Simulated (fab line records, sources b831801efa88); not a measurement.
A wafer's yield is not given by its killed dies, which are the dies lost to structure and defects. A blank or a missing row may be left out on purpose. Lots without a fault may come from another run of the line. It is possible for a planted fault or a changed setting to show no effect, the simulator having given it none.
fab line records    flow gf180mcu
[record] lots = 14  wafers = 42  lastDay = 34
route steps=602 shown VT_IMPLANT@127 V2@384 M3@415
lots with no fault: from the same line, run without faults
startH: hours from the record's first day to the start of the lot's first wafer shown    waitH: time in hours since the lot's previous step    " identical to the entry in the row above    L1.1+2: a single row standing in for several wafers    - either no value or no given start    * or withheld: withheld    < > ~ a bound
route shown NAME@n: names a module that has steps shown in the file, with the first one's number in the route    usual: average and standard deviation across the fault-free wafers    same: alike in all rows    chamber/n: place in a boat    sites: the reading at each site    _std_site: how widely they spread, as a standard deviation    _edge_site: outer sites' mean less inner sites'    radiusMm: for every site, how far away it sits from the centre of the wafer    mask NAME#n: copy n    behind: the tool/chamber that last shaped the wafer    hold: why the lot went on hold/how many hours it stayed there/how the hold came to an end    device: the n, p or np transistor that did not switch    end of line: tests run on the same wafers once the route is complete    for a step that has no rows: nothing shown but its recipe    killed: at the first sort, the dies lost to defects and structure; wafer yield is something else    map: shows each die of a wafer: x if killed, . if not, _ if none is there
set.NAME: the setting the step ran with; set.NAME@STEP: the setting that earlier step ran with    model.NAME: the simulator's own value behind a step, which no gauge read
steps of the route over a sample of lots; a table a step, a row a wafer
services: from which hour (startH, from the record's first day; less than 0 if before it) a tool's chamber was out of use, for how many hours, and why
[[steps]]
[step GF_VT_IMPLANT_EXPOSE_37]
[recipe] maskId = Nwell_HV_AREA  targetCdNm = 860  na = 0.6  sourceShape = conventional  sigmaOuter = 0.6  doseMj = 141.2
lot.wafer   tool             chamber  startH  waitH  mask
L192.2+4+6  ilineStepper-01  0        145.74  -      Nwell_HV_AREA#0
L193.2+3+6  ilineStepper-01  0        156.42  -      Nwell_HV_AREA#0
L194.1+2+5  ilineStepper-01  0        158.77  -      Nwell_HV_AREA#0
L195.1+4+6  ilineStepper-01  0        166.00  -      Nwell_HV_AREA#0
L196.3+4+6  ilineStepper-01  0        175.48  -      Nwell_HV_AREA#0
L197.3+5+6  ilineStepper-01  0        179.26  -      Nwell_HV_AREA#0
L198.3+4+6  ilineStepper-01  0        187.36  -      Nwell_HV_AREA#0
L200.1+2+5  ilineStepper-02  0        198.80  -      Nwell_HV_AREA#0
L205.1+3+5  ilineStepper-02  0        233.12  -      Nwell_HV_AREA#0
L208.2+3+5  ilineStepper-02  0        257.96  -      Nwell_HV_AREA#0
L210.2+4+6  ilineStepper-01  0        269.39  -      Nwell_HV_AREA#0
L211.3+4+6  ilineStepper-01  0        274.45  -      Nwell_HV_AREA#0
L213.1+2+3  ilineStepper-01  0        288.64  -      Nwell_HV_AREA#0
L214.4+5+6  ilineStepper-01  0        294.10  -      Nwell_HV_AREA#0
[step GF_VT_IMPLANT_OVL_MEAS_40]
[usual] VT_IMPLANT_03_OVL = -0.1/1.3
lot.wafer  tool        chamber  startH  waitH  VT_IMPLANT_03_OVL[nm]
L192.2     overlay-01  -        153.18  0.1    -0.6
L192.4     "           -        "       "      -1.5
L192.6     "           -        "       "      0.3
L193.2     overlay-01  -        164.05  0.1    1.2
L193.3     "           -        "       "      1.9
L193.6     "           -        "       "      0.7
L194.1     overlay-02  -        166.65  0.1    -0.5
L194.2     "           -        "       "      -0.3
L194.5     "           -        "       "      -1.9
L195.1     overlay-01  -        174.25  0.1    -1.4
L195.4     "           -        "       "      -1.8
L195.6     "           -        "       "      -0.2
L196.3     overlay-01  -        183.81  0.1    1.4
L196.4     "           -        "       "      1.9
L196.6     "           -        "       "      0.1
L197.3     overlay-02  -        187.63  0.1    -0.2
L197.5     "           -        "       "      -0.9
L197.6     "           -        "       "      -0.3
L198.3     overlay-01  -        195.48  0.1    -0.2
L198.4     "           -        "       "      0.2
L198.6     "           -        "       "      1.8
L200.1     overlay-02  -        207.37  0.1    2.1
L200.2     "           -        "       "      -0.1
L200.5     "           -        "       "      1.1
L205.1     overlay-01  -        242.39  0.1    150.5
L205.3     "           -        "       "      149.9
L205.5     "           -        "       "      149.0
L208.2     overlay-01  -        267.65  0.1    150.3
L208.3     "           -        "       "      150.6
L208.5     "           -        "       "      149.7
L210.2     overlay-02  -        278.25  0.1    0.8
L210.4     "           -        "       "      1.3
L210.6     "           -        "       "      1.1
L211.3     overlay-01  -        284.61  0.1    -0.1
L211.4     "           -        "       "      0.0
L211.6     "           -        "       "      0.6
L213.1     overlay-01  -        297.77  0.1    0.1
L213.2     "           -        "       "      -1.8
L213.3     "           -        "       "      -1.3
L214.4     overlay-02  -        303.26  0.1    0.0
L214.5     "           -        "       "      -1.2
L214.6     "           -        "       "      -2.7
[step GF_V2_CVD_02]
[recipe] material = SiO2  targetThkNm = 850  precursor = TEOS  tempC = 400  timeS = 94.851  rfW = 600
[usual] heaterPowerW = 663/77
lot.wafer  tool      chamber  startH  waitH  heaterPowerW
L192.2     pecvd-03  2        427.91  0.0    601
L192.4     "         1        "       "      588
L192.6     "         1        "       "      636
L193.2     pecvd-02  2        442.91  0.0    675
L193.3     "         1        "       "      573
L193.6     "         2        "       "      717
L194.1     pecvd-03  0        445.95  0.1    762
L194.2     "         1        "       "      624
L194.5     "         1        "       "      572
L195.1     pecvd-03  2        456.43  0.1    732
L195.4     "         0        "       "      785
L195.6     "         2        "       "      584
L196.3     pecvd-01  1        470.02  0.0    618
L196.4     "         1        "       "      670
L196.6     "         2        "       "      767
L197.3     pecvd-03  1        481.14  0.0    558
L197.5     "         0        "       "      638
L197.6     "         2        "       "      732
L198.3     pecvd-03  0        486.15  0.0    819
L198.4     "         0        "       "      641
L198.6     "         2        "       "      730
L200.1     pecvd-03  1        504.95  0.1    667
L200.2     "         0        "       "      817
L200.5     "         0        "       "      658
L205.1     pecvd-02  0        555.96  0.1    629
L205.3     "         2        "       "      683
L205.5     "         1        "       "      479
L208.2     pecvd-03  1        587.67  0.0    555
L208.3     "         2        "       "      729
L208.5     "         0        "       "      807
L210.2     pecvd-01  1        604.16  0.0    716
L210.4     "         2        "       "      591
L210.6     "         1        "       "      726
L211.3     pecvd-01  0        607.34  0.0    683
L211.4     "         0        "       "      713
L211.6     "         2        "       "      727
L213.1     pecvd-02  2        614.76  0.1    617
L213.2     "         0        "       "      710
L213.3     "         1        "       "      583
L214.4     pecvd-02  0        622.88  0.1    696
L214.5     "         2        "       "      683
L214.6     "         1        "       "      593
[step GF_M3_THK_MEAS_06]
[recipe] thkMeasGauge = xrf  reads = AlCu_of_M3_SPUTTER_02
[usual] M3_ALCU_THK = 449/6.8
lot.wafer  tool          chamber  startH  waitH  M3_ALCU_THK[nm]
L192.2     filmMetro-02  -        454.66  0.1    457
L192.4     "             -        "       "      454
L192.6     "             -        "       "      451
L193.2     filmMetro-01  -        469.97  0.1    455
L193.3     "             -        "       "      458
L193.6     "             -        "       "      459
L194.1     filmMetro-04  -        473.19  0.1    446
L194.2     "             -        "       "      435
L194.5     "             -        "       "      441
L195.1     filmMetro-01  -        484.08  0.1    440
L195.4     "             -        "       "      448
L195.6     "             -        "       "      428
L196.3     filmMetro-02  -        496.65  0.1    454
L196.4     "             -        "       "      455
L196.6     "             -        "       "      455
L197.3     filmMetro-01  -        507.02  0.1    446
L197.5     "             -        "       "      450
L197.6     "             -        "       "      446
L198.3     filmMetro-02  -        512.29  0.1    457
L198.4     "             -        "       "      456
L198.6     "             -        "       "      453
L200.1     filmMetro-04  -        530.48  0.1    447
L200.2     "             -        "       "      445
L200.5     "             -        "       "      447
L205.1     filmMetro-01  -        579.65  0.1    436
L205.3     "             -        "       "      439
L205.5     "             -        "       "      443
L208.2     filmMetro-02  -        611.53  0.1    451
L208.3     "             -        "       "      442
L208.5     "             -        "       "      447
L210.2     filmMetro-02  -        627.41  0.1    451
L210.4     "             -        "       "      461
L210.6     "             -        "       "      455
L211.3     filmMetro-04  -        630.36  0.1    447
L211.4     "             -        "       "      454
L211.6     "             -        "       "      453
L213.1     filmMetro-04  -        637.42  0.1    447
L213.2     "             -        "       "      452
L213.3     "             -        "       "      448
L214.4     filmMetro-02  -        645.04  0.1    453
L214.5     "             -        "       "      447
L214.6     "             -        "       "      447
[step GF_M3_SOFTBAKE_10]
[recipe] tempC = 130  timeS = 62.78  resist = KrF
[usual] plateSensorTCentreC = 131.01/0.01  plateSensorTEdgeC = 131.21/0.0096
lot.wafer  tool           chamber  startH  waitH  plateSensorTCentreC  plateSensorTEdgeC
L192.2     lithoTrack-03  0        466.12  0.1    131.02               131.21
L192.4     "              0        "       "      131.01               131.24
L192.6     "              0        "       "      131                  131.22
L193.2     lithoTrack-01  0        482.44  0.1    131.02               131.2
L193.3     "              0        "       "      131.02               131.2
L193.6     "              0        "       "      130.99               131.2
L194.1     lithoTrack-04  0        485.34  0.1    131.02               131.19
L194.2     "              0        "       "      131.02               131.2
L194.5     "              0        "       "      131.01               131.2
L195.1     lithoTrack-03  0        495.14  0.1    131                  131.22
L195.4     "              0        "       "      131.02               131.21
L195.6     "              0        "       "      131.02               131.19
L196.3     lithoTrack-04  0        508.74  0.1    131.04               131.22
L196.4     "              0        "       "      131.02               131.22
L196.6     "              0        "       "      131.01               131.21
L197.3     lithoTrack-03  0        518.24  0.1    131.01               131.2
L197.5     "              0        "       "      131.02               131.21
L197.6     "              0        "       "      131.01               131.19
L198.3     lithoTrack-04  0        523.29  0.1    131.01               131.2
L198.4     "              0        "       "      131.01               131.22
L198.6     "              0        "       "      131.01               131.21
L200.1     lithoTrack-03  0        540.44  0.1    131.02               131.22
L200.2     "              0        "       "      131                  131.21
L200.5     "              0        "       "      131                  131.21
L205.1     lithoTrack-03  0        589.59  0.1    131.02               131.22
L205.3     "              0        "       "      131.01               131.21
L205.5     "              0        "       "      131                  131.22
L208.2     lithoTrack-03  0        622.02  0.1    131.01               131.2
L208.3     "              0        "       "      131                  131.2
L208.5     "              0        "       "      131.02               131.2
L210.2     lithoTrack-04  0        637.56  0.1    131                  131.21
L210.4     "              0        "       "      130.99               131.22
L210.6     "              0        "       "      131.03               131.21
L211.3     lithoTrack-03  0        640.04  0.1    131.02               131.21
L211.4     "              0        "       "      131.01               131.19
L211.6     "              0        "       "      131.01               131.21
L213.1     lithoTrack-01  0        647.56  0.1    130.99               131.21
L213.2     "              0        "       "      131.01               131.2
L213.3     "              0        "       "      131.02               131.21
L214.4     lithoTrack-03  0        654.57  0.1    131.02               131.22
L214.5     "              0        "       "      131.03               131.22
L214.6     "              0        "       "      131                  131.21
[[services]]
tool             chamber  startH  hours  kind
pecvd-02         -        160.62  14.0   pm
ilineStepper-02  -        162.33  1.7    pm
pecvd-02         -        164.35  0.2    repair
pecvd-02         0        186.44  3.4    repair
pecvd-01         -        192.46  2.8    repair
pecvd-01         -        206.09  5.5    pm
pecvd-03         -        250.72  2.8    pm
ilineStepper-01  -        278.81  1.9    repair
ilineStepper-01  -        311.91  1.7    pm
pecvd-01         2        317.39  7.4    repair
ilineStepper-02  -        331.50  2.1    pm
pecvd-02         0        409.05  5.0    repair
ilineStepper-01  -        422.75  4.0    repair
pecvd-03         0        427.09  6.1    repair
pecvd-03         2        444.60  7.2    repair
pecvd-03         1        457.31  4.8    repair
ilineStepper-01  -        530.04  1.7    pm
pecvd-02         -        539.04  0.5    repair
pecvd-03         -        591.12  14.0   pm
ilineStepper-01  -        610.37  2.4    repair
ilineStepper-01  -        629.85  22.3   repair
pecvd-03         -        641.10  5.5    pm
pecvd-03         0        649.48  4.6    repair
pecvd-03         1        650.11  10.9   repair
[[key]]
[firstSign] step = GF_VT_IMPLANT_OVL_MEAS_40  reading = VT_IMPLANT_03_OVL  direction = up  sigmas = 99+  usual = -0.1  struck = 150.0
effect none on later readings
metAt GF_VT_IMPLANT_EXPOSE_37
struckLots L205,L208
testerLeftOut L205,L208
notActingAt GF_V2_CVD_02,GF_M3_THK_MEAS_06,GF_M3_SOFTBAKE_10
onsetBetween 198.80 233.12
[fault] kind = scannerMatchingOverlay  tool = ilineStepper-02  chamber = -  onsetH = 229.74  steps = GF_VT_IMPLANT_EXPOSE_37  offset = 149.32
// testerLeftOut: of these lots the tester's yield and bins aren't shown, on N5 and GAA mostly nor the transistor test; their killed dies are dies lost to structure and defects alone, not to doping, threshold or leakage, so they don't give the yield
